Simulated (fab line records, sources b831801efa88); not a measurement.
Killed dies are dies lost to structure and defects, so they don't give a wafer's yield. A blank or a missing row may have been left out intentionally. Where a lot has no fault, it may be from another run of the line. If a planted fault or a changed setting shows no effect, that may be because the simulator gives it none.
The tool behind it: which one? || flow sky130 || 36 wafers from 12 lots sampled at 5 of the route's 708 steps

WHAT EACH GAUGE READ, for each wafer
The record lacks any reading of a measuring or inspecting step that a usual standard deviation could be used to judge.

TOOL THAT RAN EACH LOT (tool first, then ch and the chambers of the sampled wafers, then the start)
{"lot": "L935", "SKY_VIA4_STRIP_13": "plasma-asher-04 ch 0,1, day 42 20:47", "SKY_VIA4_CLEAN_16": "wet-bench-04 ch 3, day 42 21:17", "SKY_METAL5_SPUTTER_00": "pvd-sputter-02, day 42 22:04", "SKY_METAL5_DESCUM_14": "rie-metal-02 ch 0,1, day 43 21:45", "SKY_PAD_OPEN_PROBE_99": "prober-02, day 45 21:28"}
{"lot": "L937", "SKY_VIA4_STRIP_13": "plasma-asher-01 ch 0,1, day 43 20:48", "SKY_VIA4_CLEAN_16": "wet-bench-03 ch 1, day 43 21:20", "SKY_METAL5_SPUTTER_00": "pvd-sputter-02, day 43 22:07", "SKY_METAL5_DESCUM_14": "rie-metal-03 ch 0,1, day 44 20:40", "SKY_PAD_OPEN_PROBE_99": "prober-01, day 46 18:17"}
{"lot": "L940", "SKY_VIA4_STRIP_13": "plasma-asher-04 ch 0,1, day 44 10:00", "SKY_VIA4_CLEAN_16": "wet-bench-04 ch 1, day 44 10:30", "SKY_METAL5_SPUTTER_00": "pvd-sputter-04, day 44 11:17", "SKY_METAL5_DESCUM_14": "rie-metal-04 ch 0,1, day 45 09:02", "SKY_PAD_OPEN_PROBE_99": "prober-01, day 47 06:08"}
{"lot": "L944", "SKY_VIA4_STRIP_13": "plasma-asher-01 ch 0,1, day 45 11:24", "SKY_VIA4_CLEAN_16": "wet-bench-04 ch 3, day 45 12:01", "SKY_METAL5_SPUTTER_00": "pvd-sputter-02, day 45 12:53", "SKY_METAL5_DESCUM_14": "rie-metal-02 ch 0,1, day 46 09:53", "SKY_PAD_OPEN_PROBE_99": "prober-02, day 48 04:32"}
{"lot": "L945", "SKY_VIA4_STRIP_13": "plasma-asher-01 ch 0,1, day 45 15:30", "SKY_VIA4_CLEAN_16": "wet-bench-04 ch 0, day 45 16:00", "SKY_METAL5_SPUTTER_00": "pvd-sputter-02, day 45 16:55", "SKY_METAL5_DESCUM_14": "rie-metal-04 ch 1, day 46 13:41", "SKY_PAD_OPEN_PROBE_99": "prober-02, day 48 08:54"}
{"lot": "L946", "SKY_VIA4_STRIP_13": "plasma-asher-03 ch 0, day 46 06:51", "SKY_VIA4_CLEAN_16": "wet-bench-03 ch 2, day 46 07:23", "SKY_METAL5_SPUTTER_00": "pvd-sputter-03, day 46 08:35", "SKY_METAL5_DESCUM_14": "rie-metal-03 ch 1, day 47 05:35", "SKY_PAD_OPEN_PROBE_99": "prober-01, day 48 22:59"}
{"lot": "L949", "SKY_VIA4_STRIP_13": "plasma-asher-03 ch 0,1, day 46 22:48", "SKY_VIA4_CLEAN_16": "wet-bench-02 ch 3, day 46 23:18", "SKY_METAL5_SPUTTER_00": "pvd-sputter-02, day 47 00:06", "SKY_METAL5_DESCUM_14": "rie-metal-03 ch 0,1, day 47 19:16", "SKY_PAD_OPEN_PROBE_99": "prober-02, day 49 11:36"}
{"lot": "L951", "SKY_VIA4_STRIP_13": "plasma-asher-04 ch 0,1, day 47 10:23", "SKY_VIA4_CLEAN_16": "wet-bench-04 ch 2, day 47 10:53", "SKY_METAL5_SPUTTER_00": "pvd-sputter-03, day 47 11:52", "SKY_METAL5_DESCUM_14": "rie-metal-02 ch 0,1, day 48 07:33", "SKY_PAD_OPEN_PROBE_99": "prober-02, day 49 23:35"}
{"lot": "L955", "SKY_VIA4_STRIP_13": "plasma-asher-04 ch 0,1, day 48 02:56", "SKY_VIA4_CLEAN_16": "wet-bench-04 ch 1, day 48 03:24", "SKY_METAL5_SPUTTER_00": "pvd-sputter-02, day 48 04:11", "SKY_METAL5_DESCUM_14": "rie-metal-02 ch 0,1, day 48 23:24", "SKY_PAD_OPEN_PROBE_99": "prober-01, day 50 12:08"}
{"lot": "L954", "SKY_VIA4_STRIP_13": "plasma-asher-03 ch 0,1, day 48 03:26", "SKY_VIA4_CLEAN_16": "wet-bench-04 ch 2, day 48 04:04", "SKY_METAL5_SPUTTER_00": "pvd-sputter-03, day 48 04:51", "SKY_METAL5_DESCUM_14": "rie-metal-04 ch 0,1, day 48 23:59", "SKY_PAD_OPEN_PROBE_99": "prober-02, day 50 14:00"}
{"lot": "L957", "SKY_VIA4_STRIP_13": "plasma-asher-03 ch 0,1, day 49 09:06", "SKY_VIA4_CLEAN_16": "wet-bench-02 ch 0, day 49 09:37", "SKY_METAL5_SPUTTER_00": "pvd-sputter-02, day 49 10:23", "SKY_METAL5_DESCUM_14": "rie-metal-02 ch 0,1, day 50 04:01", "SKY_PAD_OPEN_PROBE_99": "prober-01, day 51 14:29"}
{"lot": "L958", "SKY_VIA4_STRIP_13": "plasma-asher-04 ch 0,1, day 49 11:30", "SKY_VIA4_CLEAN_16": "wet-bench-02 ch 0, day 49 12:04", "SKY_METAL5_SPUTTER_00": "pvd-sputter-03, day 49 12:51", "SKY_METAL5_DESCUM_14": "rie-metal-04 ch 0,1, day 50 04:47", "SKY_PAD_OPEN_PROBE_99": "prober-02, day 51 14:40"}
- SKY_VIA4_STRIP_13: strips in O2/N2.
- SKY_VIA4_CLEAN_16: cleans in O3/DIW.
- SKY_METAL5_SPUTTER_00: material Ti, target thk 15 nm, time 10 s.
- SKY_METAL5_DESCUM_14: chemistry O2, time 11 s.
- SKY_PAD_OPEN_PROBE_99

WHAT THE TOOLS THEMSELVES READ (means of the sampled wafers that have a number; where no wafer has one, the mark that the record gives instead)
SKY_VIA4_STRIP_13. Usual: drypump-motor-current-A 6.0 A, standard deviation 0.38; oes-product-au 0.710 a.u., standard deviation 0.0044; strip-time-to-endpoint-s 12.81 s, standard deviation 0.03.
{"lot": "L935", "tool": "plasma-asher-04", "drypump-motor-current-A (A)": 6.2, "oes-product-au (a.u.)": 0.709, "strip-time-to-endpoint-s (s)": 12.79, "flag": ""}
{"lot": "L937", "tool": "plasma-asher-01", "drypump-motor-current-A (A)": 5.9, "oes-product-au (a.u.)": 0.709, "strip-time-to-endpoint-s (s)": 12.79, "flag": ""}
{"lot": "L940", "tool": "plasma-asher-04", "drypump-motor-current-A (A)": 6.2, "oes-product-au (a.u.)": 0.714, "strip-time-to-endpoint-s (s)": 12.84, "flag": ""}
{"lot": "L944", "tool": "plasma-asher-01", "drypump-motor-current-A (A)": 5.9, "oes-product-au (a.u.)": 0.707, "strip-time-to-endpoint-s (s)": 12.82, "flag": ""}
{"lot": "L945", "tool": "plasma-asher-01", "drypump-motor-current-A (A)": 5.9, "oes-product-au (a.u.)": 0.710, "strip-time-to-endpoint-s (s)": 12.83, "flag": ""}
{"lot": "L946", "tool": "plasma-asher-03", "drypump-motor-current-A (A)": 6.6, "oes-product-au (a.u.)": 0.707, "strip-time-to-endpoint-s (s)": 12.78, "flag": ""}
{"lot": "L949", "tool": "plasma-asher-03", "drypump-motor-current-A (A)": 5.8, "oes-product-au (a.u.)": 0.707, "strip-time-to-endpoint-s (s)": 12.78, "flag": ""}
{"lot": "L951", "tool": "plasma-asher-04", "drypump-motor-current-A (A)": 6.2, "oes-product-au (a.u.)": 0.706, "strip-time-to-endpoint-s (s)": 12.81, "flag": ""}
{"lot": "L955", "tool": "plasma-asher-04", "drypump-motor-current-A (A)": 6.0, "oes-product-au (a.u.)": 0.709, "strip-time-to-endpoint-s (s)": 12.83, "flag": ""}
{"lot": "L954", "tool": "plasma-asher-03", "drypump-motor-current-A (A)": 5.9, "oes-product-au (a.u.)": 0.708, "strip-time-to-endpoint-s (s)": 12.79, "flag": ""}
{"lot": "L957", "tool": "plasma-asher-03", "drypump-motor-current-A (A)": 5.9, "oes-product-au (a.u.)": 0.709, "strip-time-to-endpoint-s (s)": 12.81, "flag": ""}
{"lot": "L958", "tool": "plasma-asher-04", "drypump-motor-current-A (A)": 6.2, "oes-product-au (a.u.)": 0.711, "strip-time-to-endpoint-s (s)": 12.81, "flag": ""}

SKY_METAL5_SPUTTER_00. Usual: throttle-valve-pct reads 29.3 % (standard deviation 0.94).
{"lot": "L935", "tool": "pvd-sputter-02", "throttle-valve-pct (%)": 29.6, "flag": ""}
{"lot": "L937", "tool": "pvd-sputter-02", "throttle-valve-pct (%)": 28.4, "flag": ""}
{"lot": "L940", "tool": "pvd-sputter-04", "throttle-valve-pct (%)": 30.1, "flag": ""}
{"lot": "L944", "tool": "pvd-sputter-02", "throttle-valve-pct (%)": 28.9, "flag": ""}
{"lot": "L945", "tool": "pvd-sputter-02", "throttle-valve-pct (%)": 29.5, "flag": ""}
{"lot": "L946", "tool": "pvd-sputter-03", "throttle-valve-pct (%)": 29.4, "flag": ""}
{"lot": "L949", "tool": "pvd-sputter-02", "throttle-valve-pct (%)": 29.7, "flag": ""}
{"lot": "L951", "tool": "pvd-sputter-03", "throttle-valve-pct (%)": 29.8, "flag": ""}
{"lot": "L955", "tool": "pvd-sputter-02", "throttle-valve-pct (%)": 29.5, "flag": ""}
{"lot": "L954", "tool": "pvd-sputter-03", "throttle-valve-pct (%)": 29.8, "flag": ""}
{"lot": "L957", "tool": "pvd-sputter-02", "throttle-valve-pct (%)": 29.7, "flag": ""}
{"lot": "L958", "tool": "pvd-sputter-03", "throttle-valve-pct (%)": 29.3, "flag": ""}

SKY_METAL5_DESCUM_14. Usual: drypump-motor-current-A 5.7 A, standard deviation 0.34; oes-product-au 1.003 a.u., standard deviation 0.008.
{"lot": "L935", "tool": "rie-metal-02", "drypump-motor-current-A (A)": 5.9, "oes-product-au (a.u.)": 1.000, "flag": ""}
{"lot": "L937", "tool": "rie-metal-03", "drypump-motor-current-A (A)": 5.6, "oes-product-au (a.u.)": 1.003, "flag": ""}
{"lot": "L940", "tool": "rie-metal-04", "drypump-motor-current-A (A)": 5.8, "oes-product-au (a.u.)": 1.004, "flag": ""}
{"lot": "L944", "tool": "rie-metal-02", "drypump-motor-current-A (A)": 5.7, "oes-product-au (a.u.)": 0.998, "flag": ""}
{"lot": "L945", "tool": "rie-metal-04", "drypump-motor-current-A (A)": 5.3, "oes-product-au (a.u.)": 1.004, "flag": ""}
{"lot": "L946", "tool": "rie-metal-03", "drypump-motor-current-A (A)": 5.9, "oes-product-au (a.u.)": 1.009, "flag": ""}
{"lot": "L949", "tool": "rie-metal-03", "drypump-motor-current-A (A)": 5.8, "oes-product-au (a.u.)": 1.005, "flag": ""}
{"lot": "L951", "tool": "rie-metal-02", "drypump-motor-current-A (A)": 5.7, "oes-product-au (a.u.)": 0.998, "flag": ""}
{"lot": "L955", "tool": "rie-metal-02", "drypump-motor-current-A (A)": 5.7, "oes-product-au (a.u.)": 1.002, "flag": ""}
{"lot": "L954", "tool": "rie-metal-04", "drypump-motor-current-A (A)": 5.6, "oes-product-au (a.u.)": 0.999, "flag": ""}
{"lot": "L957", "tool": "rie-metal-02", "drypump-motor-current-A (A)": 5.6, "oes-product-au (a.u.)": 1.003, "flag": ""}
{"lot": "L958", "tool": "rie-metal-04", "drypump-motor-current-A (A)": 5.8, "oes-product-au (a.u.)": 1.011, "flag": ""}

SKY_PAD_OPEN_PROBE_99. Usual: defect-limited-yield 82.4 %, standard deviation 2; killed_at_M0_to_M3 43, standard deviation 6.8; killed_at_M4_up 3.1, standard deviation 1.8; killed-at-contacts 25, standard deviation 5.8; killed-at-front-end 15, standard deviation 4.2; killed-at-other 0.3, standard deviation 0.5; killed-dies 87, standard deviation 9.7; killed-open 47, standard deviation 7.3; killed-short 39, standard deviation 6.6; sort_bin_3_pad_short 0.9 %, standard deviation 0.37; sort_bin_5_function 10.4 %, standard deviation 1.4; sort_bin_6_memory 6.3 %, standard deviation 1.1; sort-n-pass 405, standard deviation 9.7; sort-yield-pct 82.4 %, standard deviation 2.
{"lot": "L935", "tool": "prober-02", "defect-limited-yield (%)": 84.1, "killed_at_M0_to_M3": 40, "killed_at_M4_up": 3.7, "killed-at-contacts": 21, "killed-at-front-end": 13, "killed-at-other": 0.0, "killed-dies": 78, "killed-open": 41, "killed-short": 37, "sort_bin_3_pad_short (%)": 1.1, "sort_bin_5_function (%)": 9.9, "sort_bin_6_memory (%)": 4.9, "sort-n-pass": 414, "sort-yield-pct (%)": 84.1, "flag": ""}
{"lot": "L937", "tool": "prober-01", "defect-limited-yield (%)": 80.4, "killed_at_M0_to_M3": 50, "killed_at_M4_up": 3.7, "killed-at-contacts": 22, "killed-at-front-end": 20, "killed-at-other": 0.3, "killed-dies": 97, "killed-open": 55, "killed-short": 41, "sort_bin_3_pad_short (%)": 0.7, "sort_bin_5_function (%)": 11.9, "sort_bin_6_memory (%)": 7.1, "sort-n-pass": 395, "sort-yield-pct (%)": 80.4, "flag": ""}
{"lot": "L940", "tool": "prober-01", "defect-limited-yield (%)": 82.4, "killed_at_M0_to_M3": 44, "killed_at_M4_up": 2.3, "killed-at-contacts": 20, "killed-at-front-end": 19, "killed-at-other": 0.3, "killed-dies": 87, "killed-open": 48, "killed-short": 39, "sort_bin_3_pad_short (%)": 0.7, "sort_bin_5_function (%)": 11.3, "sort_bin_6_memory (%)": 5.6, "sort-n-pass": 405, "sort-yield-pct (%)": 82.4, "flag": ""}
{"lot": "L944", "tool": "prober-02", "defect-limited-yield (%)": 82.5, "killed_at_M0_to_M3": 45, "killed_at_M4_up": 3.0, "killed-at-contacts": 23, "killed-at-front-end": 15, "killed-at-other": 0.0, "killed-dies": 86, "killed-open": 50, "killed-short": 36, "sort_bin_3_pad_short (%)": 0.7, "sort_bin_5_function (%)": 10.2, "sort_bin_6_memory (%)": 6.6, "sort-n-pass": 406, "sort-yield-pct (%)": 82.5, "flag": ""}
{"lot": "L945", "tool": "prober-02", "defect-limited-yield (%)": 84.9, "killed_at_M0_to_M3": 35, "killed_at_M4_up": 2.3, "killed-at-contacts": 22, "killed-at-front-end": 15, "killed-at-other": 0.7, "killed-dies": 74, "killed-open": 42, "killed-short": 33, "sort_bin_3_pad_short (%)": 0.4, "sort_bin_5_function (%)": 8.9, "sort_bin_6_memory (%)": 5.8, "sort-n-pass": 418, "sort-yield-pct (%)": 84.9, "flag": ""}
{"lot": "L946", "tool": "prober-01", "defect-limited-yield (%)": 81.0, "killed_at_M0_to_M3": 40, "killed_at_M4_up": 2.3, "killed-at-contacts": 28, "killed-at-front-end": 24, "killed-at-other": 0.0, "killed-dies": 94, "killed-open": 58, "killed-short": 36, "sort_bin_3_pad_short (%)": 0.9, "sort_bin_5_function (%)": 10.7, "sort_bin_6_memory (%)": 7.4, "sort-n-pass": 398, "sort-yield-pct (%)": 81.0, "flag": ""}
{"lot": "L949", "tool": "prober-02", "defect-limited-yield (%)": 83.0, "killed_at_M0_to_M3": 45, "killed_at_M4_up": 2.7, "killed-at-contacts": 23, "killed-at-front-end": 13, "killed-at-other": 0.0, "killed-dies": 84, "killed-open": 42, "killed-short": 42, "sort_bin_3_pad_short (%)": 0.5, "sort_bin_5_function (%)": 9.5, "sort_bin_6_memory (%)": 7.0, "sort-n-pass": 408, "sort-yield-pct (%)": 83.0, "flag": ""}
{"lot": "L951", "tool": "prober-02", "defect-limited-yield (%)": 79.3, "killed_at_M0_to_M3": 46, "killed_at_M4_up": 5.0, "killed-at-contacts": 30, "killed-at-front-end": 21, "killed-at-other": 0.0, "killed-dies": 102, "killed-open": 63, "killed-short": 38, "sort_bin_3_pad_short (%)": 1.1, "sort_bin_5_function (%)": 12.1, "sort_bin_6_memory (%)": 7.4, "sort-n-pass": 390, "sort-yield-pct (%)": 79.3, "flag": ""}
{"lot": "L955", "tool": "prober-01", "defect-limited-yield (%)": 74.7, "killed_at_M0_to_M3": 39, "killed_at_M4_up": 45.3, "killed-at-contacts": 21, "killed-at-front-end": 19, "killed-at-other": 0.0, "killed-dies": 125, "killed-open": 46, "killed-short": 36, "sort_bin_3_pad_short (%)": 2.7, "sort_bin_5_function (%)": 15.6, "sort_bin_6_memory (%)": 7.0, "sort-n-pass": 367, "sort-yield-pct (%)": 74.7, "flag": "OFF"}
{"lot": "L954", "tool": "prober-02", "defect-limited-yield (%)": 77.2, "killed_at_M0_to_M3": 39, "killed_at_M4_up": 43.3, "killed-at-contacts": 20, "killed-at-front-end": 11, "killed-at-other": 0.0, "killed-dies": 112, "killed-open": 40, "killed-short": 35, "sort_bin_3_pad_short (%)": 2.1, "sort_bin_5_function (%)": 14.4, "sort_bin_6_memory (%)": 6.3, "sort-n-pass": 380, "sort-yield-pct (%)": 77.2, "flag": "OFF"}
{"lot": "L957", "tool": "prober-01", "defect-limited-yield (%)": 82.7, "killed_at_M0_to_M3": 47, "killed_at_M4_up": 4.0, "killed-at-contacts": 22, "killed-at-front-end": 12, "killed-at-other": 0.3, "killed-dies": 85, "killed-open": 43, "killed-short": 42, "sort_bin_3_pad_short (%)": 1.1, "sort_bin_5_function (%)": 9.9, "sort_bin_6_memory (%)": 6.3, "sort-n-pass": 407, "sort-yield-pct (%)": 82.7, "flag": ""}
{"lot": "L958", "tool": "prober-02", "defect-limited-yield (%)": 81.6, "killed_at_M0_to_M3": 43, "killed_at_M4_up": 5.7, "killed-at-contacts": 24, "killed-at-front-end": 18, "killed-at-other": 0.3, "killed-dies": 91, "killed-open": 55, "killed-short": 36, "sort_bin_3_pad_short (%)": 0.9, "sort_bin_5_function (%)": 11.2, "sort_bin_6_memory (%)": 6.3, "sort-n-pass": 401, "sort-yield-pct (%)": 81.6, "flag": ""}

THE ANSWER, worked out from the rows above alone
Rule: a lot counts as off when the mean over its wafers that have a number is more than 3 standard deviations away from the usual mean. Also off: a lot with no number at a reading for which 4 or more lots have one. Any other lot the step has rows for is counted as sound. Order of review: gauges by route order, followed by the tools' own readings, for which a lot's mean as printed above is used. The first step at which some lot is off is used, and at that step the reading that is off furthest; a lot without a number counts as furthest.
Off, at SKY_PAD_OPEN_PROBE_99 on killed_at_M4_up: L955, L954.
A tool fits if, at that step or a process step before it, it ran every lot that is off, and no sound lot after the first of them. One fits: SKY_VIA4_CLEAN_16 on wet-bench-04. A fault onset in the window from L951 (day 47 10:53, its last sound lot) to L955 (day 48 03:24, its first lot off) fits.

WHAT THE SIMULATOR HAD INSERTED
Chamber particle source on wet-bench-04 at SKY_VIA4_CLEAN_16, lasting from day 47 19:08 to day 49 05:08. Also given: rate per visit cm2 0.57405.
Struck lots among those shown: L955, L954. The rule given above showed the same thing.
